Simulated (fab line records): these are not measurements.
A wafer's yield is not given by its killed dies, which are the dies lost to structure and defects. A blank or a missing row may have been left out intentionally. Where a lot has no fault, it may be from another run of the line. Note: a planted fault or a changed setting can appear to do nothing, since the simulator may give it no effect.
fab line records | flow sky130
record lots=6 wafers=18 lastDay=50
route steps=708 shown LI_CONTACT@365 PAD_OPEN@708
lots untouched by any fault: they come from a run of this same line in which no faults occurred
startH: hours from the record's first day to the start of the lot's first wafer shown | waitH: hours elapsed since this lot's preceding step | " same as the row above | L1.1+2: a single row standing in for several wafers | - no value present, or no start provided | * or withheld: withheld | < > ~ a bound
route shown NAME@n: names a module that has steps shown in the file, with the first one's number in the route | usual: mean and standard deviation over wafers with no fault | same: alike in all rows | chamber/n: place in a boat | sites: readings site by site | _std_site: standard deviation across them | _edge_site: the outer-site mean with the inner-site mean subtracted | radiusMm: how far each site lies from the wafer's centre | mask NAME#n: copy n | behind: the tool/chamber that last shaped the wafer | hold: the reason the lot was held/the length of the hold in hours/how it ended | device: the n, p or np transistor that did not switch | end of line: tests of these same wafers at the route's end | a step given without rows: its recipe and nothing more | killed: dies that structure and defects cost at the first sort, which is not the same as the wafer's yield | map: dies across one wafer; x = killed, . = not, _ = none there
set.NAME: the setting as run; set.NAME@STEP: as run at that earlier step | model.NAME: the simulator's own value behind a step, which no gauge read
lots seen at some steps along the route; tables by step, rows by wafer
services: when a tool's chamber went out of use (startH, in hours from the record's first day, below 0 if earlier), for how many hours, and the reason
## steps
# step SKY_LI_CONTACT_BOW_MEAS_03
# recipe mode=bow
# usual LI_CONTACT_BOW=56/7
# columns lot.wafer tool chamber startH waitH LI_CONTACT_BOW[um]
L401.1 filmMetro-04 - 663.33 0.1 59
L401.2 " - " " 69
L401.5 " - " " 65
L404.1 filmMetro-02 - 696.98 0.1 58
L404.5 " - " " 48
L404.6 " - " " 68
L409.1 filmMetro-01 - 720.34 0.2 65
L409.4 " - " " 63
L409.6 " - " " 55
L410.1 filmMetro-02 - 730.13 0.2 66
L410.2 " - " " 49
L410.4 " - " " 49
L415.4 filmMetro-02 - 800.19 0.2 48
L415.5 " - " " 43
L415.6 " - " " 55
L421.1 filmMetro-02 - 815.52 0.1 53
L421.2 " - " " 42
L421.3 " - " " 53
# step SKY_LI_CONTACT_DEHYDRATE_04
# recipe tempC=200 timeS=60
# step SKY_LI_CONTACT_HMDS_05
# recipe primeTimeS=60 primeTempC=120
# step SKY_LI_CONTACT_COAT_06
# recipe resist=BARC tempC=withheld timeS=withheld spinRpm=3000 resistThkNm=60
# step SKY_LI_CONTACT_COAT_07
# recipe resist=KrF-thick spinRpm=3000 resistThkNm=450
# step SKY_LI_CONTACT_SOFTBAKE_08
# recipe tempC=100 timeS=90 resist=KrF-thick
# step SKY_LI_CONTACT_EXPOSE_09
# recipe maskId=LICM1 na=0.8 sourceShape=annular sigmaInner=0.55 sigmaOuter=0.85 targetCdNm=170 doseMj=38
# step SKY_LI_CONTACT_PEB_10
# recipe pebTempC=withheld pebTimeS=withheld resist=KrF-thick
# step SKY_LI_CONTACT_DEVELOP_11
# recipe developTimeS=60 resist=KrF-thick devTempC=21
# step SKY_LI_CONTACT_CD_MEAS_12
# recipe targetCdNm=170
# usual cdNm=170.2/1.6
# columns lot.wafer tool chamber startH waitH cdNm
L401.1 cdSem-01 - 691.70 - 170.4
L401.2 " - " " 169.5
L401.5 " - " " 169.2
L404.1 cdSem-01 - 724.07 - 170.3
L404.5 " - " " 170.0
L404.6 " - " " 169.3
L409.1 cdSem-02 - 747.65 - 171.7
L409.4 " - " " 171.0
L409.6 " - " " 170.1
L410.1 cdSem-02 - 757.80 - 168.0
L410.2 " - " " 170.7
L410.4 " - " " 169.9
L415.4 cdSem-01 - 825.66 - 169.3
L415.5 " - " " 170.7
L415.6 " - " " 169.3
L421.1 cdSem-01 - 840.82 - 168.1
L421.2 " - " " 168.5
L421.3 " - " " 165.0
# step SKY_LI_CONTACT_OVL_MEAS_13
# usual LI_CONTACT_OVL=-1/5.1
# columns lot.wafer tool chamber startH waitH LI_CONTACT_OVL[nm]
L401.1 overlay-02 - 691.82 0.1 5
L401.2 " - " " -3
L401.5 " - " " 0
L404.1 overlay-01 - 724.19 0.1 0
L404.5 " - " " -1
L404.6 " - " " -11
L409.1 overlay-02 - 747.77 0.1 -3
L409.4 " - " " -5
L409.6 " - " " -6
L410.1 overlay-02 - 757.92 0.1 -4
L410.2 " - " " 0
L410.4 " - " " -1
L415.4 overlay-02 - 825.74 0.1 7
L415.5 " - " " 2
L415.6 " - " " -5
L421.1 overlay-01 - 840.94 0.1 -9
L421.2 " - " " -1
L421.3 " - " " -11
# step SKY_LI_CONTACT_ETCH_14
# recipe chemistry=N2/H2 target=BARC ionEnergyEv=200 sourceW=500 biasW=100 pressureMtorr=30 n2FlowSccm=100 h2FlowSccm=200 stopOn=SiO2 timeS=45.9 targetDepthA=600
# usual drypumpMotorCurrentA=5.4/0.31 oesProductAu=0.855/0.0047 throttleValvePct=13.225/0.0093
# columns lot.wafer tool chamber startH waitH drypumpMotorCurrentA oesProductAu rfHoursCounterH throttleValvePct
L401.1 rieDiel-02 0 691.86 0.0 5.0 0.846 2 13.239
L401.2 " 3 " " 5.8 0.857 13 13.230
L401.5 " 2 " " 5.2 0.860 - 13.227
L404.1 rieDiel-03 0 724.23 0.0 5.4 0.866 10 13.229
L404.5 " 3 " " 5.0 0.853 - 13.241
L404.6 " 0 " " 5.4 0.857 - 13.231
L409.1 rieDiel-03 3 747.81 0.0 5.0 0.853 3 13.226
L409.4 " 0 " " 5.4 0.855 11 13.224
L409.6 " 1 " " 5.4 0.855 - 13.229
L410.1 rieDiel-03 1 757.96 0.0 5.4 0.848 7 13.224
L410.2 " 2 " " 5.3 0.854 14 13.226
L410.4 " 0 " " 5.4 0.865 11 13.216
L415.4 rieDiel-01 2 825.76 0.0 4.9 0.861 12 13.225
L415.5 " 0 " " 5.4 0.854 - 13.239
L415.6 " 1 " " 5.8 0.844 - 13.222
L421.1 rieDiel-01 2 840.98 0.0 4.9 0.857 12 13.222
L421.2 " 3 " " 5.5 0.856 2 13.222
L421.3 " 1 " " 5.8 0.846 7 13.222
# step SKY_LI_CONTACT_ETCH_15
# recipe target=PSG chemistry=C4F8/O2/Ar stopOn=Si taperDeg=4.15 maskMaterial=KrF-thick sourceW=1500 biasW=1200 pressureMtorr=40 c4f8FlowSccm=withheld O2_flow_sccm=6 Ar_flow_sccm=300 timeS=withheld targetDepthA=6000
# usual oesProductAu=0.837/0.0041
# columns lot.wafer tool chamber startH waitH oesProductAu model.etch.depthNm model.LI_CONTACT.featureDepthNm model.KrF-thick_of_LI_CONTACT_COAT_07.thkNm
L401.1 rieDiel-02 0 691.90 0.0 0.834 598.5 598.5 228.3
L401.2 " 3 " " 0.835 599 599 234.8
L401.5 " 2 " " 0.836 597.5 597.5 232.1
L404.1 rieDiel-03 0 724.27 0.0 0.839 598.6 598.6 232.5
L404.5 " 3 " " 0.835 598.9 598.9 229.4
L404.6 " 0 " " 0.834 600.4 600.4 232.2
L409.1 rieDiel-03 3 747.85 0.0 0.844 599.4 599.4 226.7
L409.4 " 0 " " 0.778 510.3 510.3 289.1
L409.6 " 1 " " 0.831 596.8 596.8 234.7
L410.1 rieDiel-03 1 758.00 0.0 0.838 597.2 597.2 237.6
L410.2 " 2 " " 0.838 596.8 596.8 238.5
L410.4 " 0 " " 0.768 501.9 501.9 293.4
L415.4 rieDiel-01 2 825.80 0.0 0.834 594.8 594.8 230.7
L415.5 " 0 " " 0.844 598.7 598.7 231.4
L415.6 " 1 " " 0.838 597.8 597.8 232.8
L421.1 rieDiel-01 2 841.02 0.0 0.839 600.5 600.5 226.6
L421.2 " 3 " " 0.837 597.3 597.3 231.2
L421.3 " 1 " " 0.834 599 599 231.2
# step SKY_LI_CONTACT_STRIP_16
# recipe chemistry=O2/N2 powerW=1400 pressureMtorr=1500 platenTempC=withheld o2FlowSccm=3000 n2FlowSccm=300 overashFraction=0.5
# usual drypumpMotorCurrentA=5.7/0.37 oesProductAu=0.376/0.0046 stripTimeToEndpointS=3.50/0.038
# columns lot.wafer tool chamber startH waitH drypumpMotorCurrentA oesProductAu rfHoursCounterH stripTimeToEndpointS
L401.1 plasmaAsher-01 1 691.98 - 5.5 0.387 103 3.45
L401.2 " 0 " " 5.3 0.379 103 3.52
L401.5 " 1 " " 5.5 0.388 - 3.51
L404.1 plasmaAsher-04 1 724.35 - 6.0 0.381 29 3.50
L404.5 " 0 " " 5.7 0.378 - 3.49
L404.6 " 1 " " 6.0 0.373 - 3.50
L409.1 plasmaAsher-04 1 747.93 - 6.0 0.372 32 3.45
L409.4 " 0 " " 5.8 0.403 - 4.10
L409.6 " 0 " " 5.7 0.374 - 3.53
L410.1 plasmaAsher-01 1 758.08 - 5.5 0.376 2 3.57
L410.2 " 0 " " 5.3 0.373 2 3.56
L410.4 " 1 " " 5.5 0.401 - 4.15
L415.4 plasmaAsher-02 0 825.92 - 5.1 0.374 - 3.49
L415.5 " 0 " " 5.1 0.381 - 3.50
L415.6 " 1 " " 6.2 0.369 - 3.51
L421.1 plasmaAsher-01 1 841.10 - 5.5 0.372 10 3.45
L421.2 " 0 " " 5.3 0.384 10 3.52
L421.3 " 0 " " 5.3 0.375 - 3.48
# step SKY_LI_CONTACT_CLEAN_17
# recipe chemistry=NMP timeS=600 tempC=60 dry=n2Spin
# step SKY_PAD_OPEN_PROBE_99
# usual killed_at_M0_to_M3=44/6.4 killed_at_M4_up=3.0/1.8 killedAtContacts=24/5 killedAtFrontEnd=16/4.3 killedAtOther=0.4/0.76 killedDies=88/8.6 killedOnRim=18/4 killedOpen=47/7.2 killedShort=40/5.5
# same grossDies=492 killedAtBackSide=0
# columns lot.wafer tool chamber startH waitH killed_at_M0_to_M3 killed_at_M4_up killedAtContacts killedAtFrontEnd killedAtOther killedDies killedOnRim killedOpen killedShort
L401.1 prober-01 - 1085.55 0.1 49 5 24 7 0 85 28 47 38
L401.2 prober-01 - 1085.60 0.1 54 4 35 12 0 105 20 56 49
L401.5 prober-01 - 1085.75 0.2 45 1 18 20 0 84 8 42 42
L404.1 prober-02 - 1112.16 0.1 45 0 22 16 0 83 14 49 32
L404.5 prober-02 - 1112.36 0.2 48 1 20 15 0 84 12 43 39
L404.6 prober-02 - 1112.41 0.2 52 1 22 15 1 91 17 56 35
L409.1 prober-01 - 1126.70 0.1 46 0 28 11 0 85 16 36 48
L409.4 prober-01 - 1126.85 0.2 54 2 423 13 0 492 96 59 29
L409.6 prober-01 - 1126.95 0.2 40 0 28 18 0 86 15 51 34
L410.1 prober-02 - 1134.21 0.1 47 7 19 20 0 93 29 43 49
L410.2 prober-02 - 1134.26 0.1 37 3 22 23 1 86 23 50 36
L410.4 prober-02 - 1134.36 0.2 47 3 421 21 0 492 96 56 37
L415.4 prober-01 - 1180.21 0.2 41 0 23 14 0 78 17 41 37
L415.5 prober-01 - 1180.26 0.2 32 2 21 26 3 84 19 48 33
L415.6 prober-01 - 1180.31 0.2 47 1 23 21 0 92 11 48 43
L421.1 prober-01 - 1191.87 0.1 46 3 22 17 1 89 21 43 45
L421.2 prober-01 - 1191.92 0.1 44 6 22 9 0 81 16 40 41
L421.3 prober-01 - 1191.97 0.2 43 2 19 16 3 83 14 42 39
# killed by level:class
L401.1 VIA1:geometricParticle:open=15 LI_CONTACT:geometricParticle:open=10 VIA3:geometricParticle:open=8 VIA1:geometricParticle:short=5 METAL2:geometricParticle:short=5 CONTACT:geometricParticle:open=4 LOCAL_INTERCONNECT:geometricParticle:short=4 VIA2:geometricParticle:short=4
L401.2 VIA1:geometricParticle:open=15 CONTACT:geometricParticle:open=14 VIA1:geometricParticle:short=11 VIA3:geometricParticle:open=7 LOCAL_INTERCONNECT:geometricParticle:short=7 METAL1:geometricParticle:short=7 LI_CONTACT:geometricParticle:open=6 VIA2:geometricParticle:open=6
L401.5 VIA1:geometricParticle:open=13 METAL1:geometricParticle:short=10 FIELD_ISO:geometricParticle:short=5 CONTACT:geometricParticle:open=5 VIA2:geometricParticle:open=5 LI_CONTACT:geometricParticle:open=4 CONTACT:geometricParticle:short=4 VIA3:geometricParticle:short=4
L404.1 CONTACT:geometricParticle:open=10 VIA2:geometricParticle:open=10 VIA1:geometricParticle:open=8 LI_CONTACT:geometricParticle:open=5 METAL2:geometricParticle:short=5 POLY_GATE:geometricParticle:open=4 LOCAL_INTERCONNECT:geometricParticle:short=4 METAL3:geometricParticle:short=4
L404.5 VIA2:geometricParticle:open=10 VIA1:geometricParticle:open=8 CONTACT:geometricParticle:open=7 METAL1:geometricParticle:short=6 LOCAL_INTERCONNECT:geometricParticle:short=5 POLY_GATE:geometricParticle:open=4 LI_CONTACT:geometricParticle:open=4 CONTACT:geometricParticle:short=4
L404.6 CONTACT:geometricParticle:open=14 VIA3:geometricParticle:open=10 VIA1:geometricParticle:open=10 METAL1:geometricParticle:short=8 FIELD_ISO:geometricParticle:short=5 FIELD_ISO:geometricParticle:open=5 METAL2:geometricParticle:short=5 VIA2:geometricParticle:open=5
L409.1 VIA1:geometricParticle:open=11 CONTACT:geometricParticle:open=9 METAL2:geometricParticle:short=8 CONTACT:geometricParticle:short=6 METAL1:geometricParticle:short=6 LOCAL_INTERCONNECT:geometricParticle:short=5 VIA1:geometricParticle:short=5 FIELD_ISO:geometricParticle:short=4
L409.4 LI_CONTACT:areaEtch=404 VIA1:geometricParticle:open=14 VIA3:geometricParticle:open=9 LI_CONTACT:geometricParticle:open=8 VIA2:geometricParticle:open=8 METAL1:geometricParticle:short=7 FIELD_ISO:geometricParticle:open=6 CONTACT:geometricParticle:open=5
L409.6 CONTACT:geometricParticle:open=11 VIA1:geometricParticle:open=10 VIA3:geometricParticle:open=9 LI_CONTACT:geometricParticle:open=8 FIELD_ISO:geometricParticle:short=6 POLY_GATE:geometricParticle:short=5 METAL1:geometricParticle:short=5 VIA1:geometricParticle:short=5
L410.1 CONTACT:geometricParticle:open=10 METAL2:geometricParticle:short=10 VIA1:geometricParticle:open=7 VIA3:geometricParticle:open=6 FIELD_ISO:geometricParticle:open=5 FIELD_ISO:geometricParticle:short=5 METAL4:geometricParticle:short=5 POLY_GATE:geometricParticle:open=4
L410.2 VIA1:geometricParticle:open=11 FIELD_ISO:geometricParticle:open=8 LI_CONTACT:geometricParticle:open=7 METAL1:geometricParticle:short=6 CONTACT:geometricParticle:open=6 CONTACT:geometricParticle:short=5 VIA3:geometricParticle:open=5 POLY_GATE:geometricParticle:open=4
L410.4 LI_CONTACT:areaEtch=399 CONTACT:geometricParticle:open=10 VIA1:geometricParticle:open=8 LI_CONTACT:geometricParticle:open=7 VIA3:geometricParticle:open=7 POLY_GATE:geometricParticle:open=6 VIA2:geometricParticle:open=6 METAL2:geometricParticle:short=5
L415.4 VIA1:geometricParticle:open=11 CONTACT:geometricParticle:open=8 LI_CONTACT:geometricParticle:open=6 VIA2:geometricParticle:open=6 METAL1:geometricParticle:short=6 VIA3:geometricParticle:open=6 FIELD_ISO:geometricParticle:short=5 LI_CONTACT:geometricParticle:short=4
L415.5 POLY_GATE:geometricParticle:open=9 CONTACT:geometricParticle:open=9 VIA1:geometricParticle:open=6 VIA2:geometricParticle:open=6 POLY_GATE:geometricParticle:short=5 LI_CONTACT:geometricParticle:open=4 CONTACT:geometricParticle:short=4 VIA3:geometricParticle:short=4
L415.6 VIA1:geometricParticle:open=8 CONTACT:geometricParticle:open=8 VIA2:geometricParticle:open=7 VIA3:geometricParticle:open=7 METAL1:geometricParticle:short=6 LOCAL_INTERCONNECT:geometricParticle:short=5 CONTACT:geometricParticle:short=5 VIA1:geometricParticle:short=4
L421.1 VIA1:geometricParticle:open=10 LI_CONTACT:geometricParticle:open=9 VIA1:geometricParticle:short=8 VIA3:geometricParticle:open=7 METAL2:geometricParticle:short=6 LOCAL_INTERCONNECT:geometricParticle:short=5 METAL1:geometricParticle:short=5 VIA2:geometricParticle:open=5
L421.2 VIA1:geometricParticle:open=10 LI_CONTACT:geometricParticle:open=9 METAL2:geometricParticle:short=7 VIA3:geometricParticle:open=6 VIA1:geometricParticle:short=5 LOCAL_INTERCONNECT:geometricParticle:short=4 METAL4:geometricParticle:short=4 LI_CONTACT:geometricParticle:short=3
L421.3 VIA1:geometricParticle:open=11 CONTACT:geometricParticle:open=7 METAL2:geometricParticle:short=7 VIA2:geometricParticle:open=7 FIELD_ISO:geometricParticle:short=6 METAL1:geometricParticle:short=6 LI_CONTACT:geometricParticle:open=5 LOCAL_INTERCONNECT:geometricParticle:short=4
# map L409.4 (x killed, . not)
__________xxxxxxxxxx_________
________xxxxxxxxxxxxxx_______
______xxxxxxxxxxxxxxxxxx_____
_____xxxxxxxxxxxxxxxxxxxx____
____xxxxxxxxxxxxxxxxxxxxxx___
___xxxxxxxxxxxxxxxxxxxxxxxx__
__xxxxxxxxxxxxxxxxxxxxxxxxxx_
_xxxxxxxxxxxxxxxxxxxxxxxxxxxx
_xxxxxxxxxxxxxxxxxxxxxxxxxxxx
_xxxxxxxxxxxxxxxxxxxxxxxxxxxx
_xxxxxxxxxxxxxxxxxxxxxxxxxxxx
_xxxxxxxxxxxxxxxxxxxxxxxxxxxx
_xxxxxxxxxxxxxxxxxxxxxxxxxxxx
_xxxxxxxxxxxxxxxxxxxxxxxxxxxx
_xxxxxxxxxxxxxxxxxxxxxxxxxxxx
__xxxxxxxxxxxxxxxxxxxxxxxxxx_
___xxxxxxxxxxxxxxxxxxxxxxxx__
____xxxxxxxxxxxxxxxxxxxxxx___
_____xxxxxxxxxxxxxxxxxxxx____
______xxxxxxxxxxxxxxxxxx_____
________xxxxxxxxxxxxxx_______
__________xxxxxxxxxx_________
# map L410.4 (x killed, . not)
__________xxxxxxxxxx_________
________xxxxxxxxxxxxxx_______
______xxxxxxxxxxxxxxxxxx_____
_____xxxxxxxxxxxxxxxxxxxx____
____xxxxxxxxxxxxxxxxxxxxxx___
___xxxxxxxxxxxxxxxxxxxxxxxx__
__xxxxxxxxxxxxxxxxxxxxxxxxxx_
_xxxxxxxxxxxxxxxxxxxxxxxxxxxx
_xxxxxxxxxxxxxxxxxxxxxxxxxxxx
_xxxxxxxxxxxxxxxxxxxxxxxxxxxx
_xxxxxxxxxxxxxxxxxxxxxxxxxxxx
_xxxxxxxxxxxxxxxxxxxxxxxxxxxx
_xxxxxxxxxxxxxxxxxxxxxxxxxxxx
_xxxxxxxxxxxxxxxxxxxxxxxxxxxx
_xxxxxxxxxxxxxxxxxxxxxxxxxxxx
__xxxxxxxxxxxxxxxxxxxxxxxxxx_
___xxxxxxxxxxxxxxxxxxxxxxxx__
____xxxxxxxxxxxxxxxxxxxxxx___
_____xxxxxxxxxxxxxxxxxxxx____
______xxxxxxxxxxxxxxxxxx_____
________xxxxxxxxxxxxxx_______
__________xxxxxxxxxx_________
## services
# columns tool chamber startH hours kind
rieDiel-03 3 669.08 7.9 repair
rieDiel-02 1 673.39 15.3 repair
rieDiel-02 1 691.67 - clean
rieDiel-02 1 691.67 21.5 scheduledDown
rieDiel-02 1 691.67 21.5 ventCycle
rieDiel-01 0 697.16 1.7 repair
plasmaAsher-02 - 700.98 5.1 repair
rieDiel-02 - 702.24 2.8 pm
rieDiel-03 - 704.19 0.5 repair
plasmaAsher-01 - 733.75 9.0 pm
plasmaAsher-01 0 733.75 9.0 ventCycle
plasmaAsher-01 1 733.75 9.0 ventCycle
plasmaAsher-01 0 742.75 - clean
plasmaAsher-01 1 742.75 - clean
rieDiel-01 - 745.83 15.6 pm
rieDiel-01 3 761.43 - clean
rieDiel-01 3 761.43 14.9 scheduledDown
rieDiel-01 3 761.43 14.9 ventCycle
rieDiel-03 1 782.40 21.7 repair
plasmaAsher-04 - 787.64 0.7 repair
rieDiel-02 2 810.79 31.5 repair
rieDiel-02 1 840.87 4.1 repair
## key
firstSign step=SKY_LI_CONTACT_ETCH_15 reading=oesProductAu direction=down sigmas=16 usual=0.837 struck=0.773
effect step=SKY_LI_CONTACT_STRIP_16 reading=stripTimeToEndpointS direction=up sigmas=16 usual=* struck=*
effect step=SKY_PAD_OPEN_PROBE_99 reading=killedAtContacts direction=up sigmas=79 usual=24 struck=422
modelEffect step=SKY_LI_CONTACT_ETCH_15 value=etch.depthNm without=597.6 struck=506.1
moreKillsBornAt SKY_LI_CONTACT_ETCH_15@rieDiel-03=803
metAt SKY_LI_CONTACT_ETCH_15
struckWafers L409.4,L410.4
laterRowsLeftOut L409.4,L410.4
testerLeftOut L409,L410
onsetBetween 724.27 747.85
fault kind=processParameterDrift tool=rieDiel-03 chamber=0 onsetH=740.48 steps=SKY_LI_CONTACT_ETCH_15 channel=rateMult offset=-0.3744 shape=step endH=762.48
# testerLeftOut: of these lots the tester's yield and bins aren't shown, on N5 and GAA mostly nor the transistor test; their killed dies are dies lost to structure and defects alone, not to doping, threshold or leakage, so they don't give the yield
# laterRowsLeftOut: the simulator's readings of these wafers behind a module that went badly wrong aren't trusted and aren't shown, but for the sort
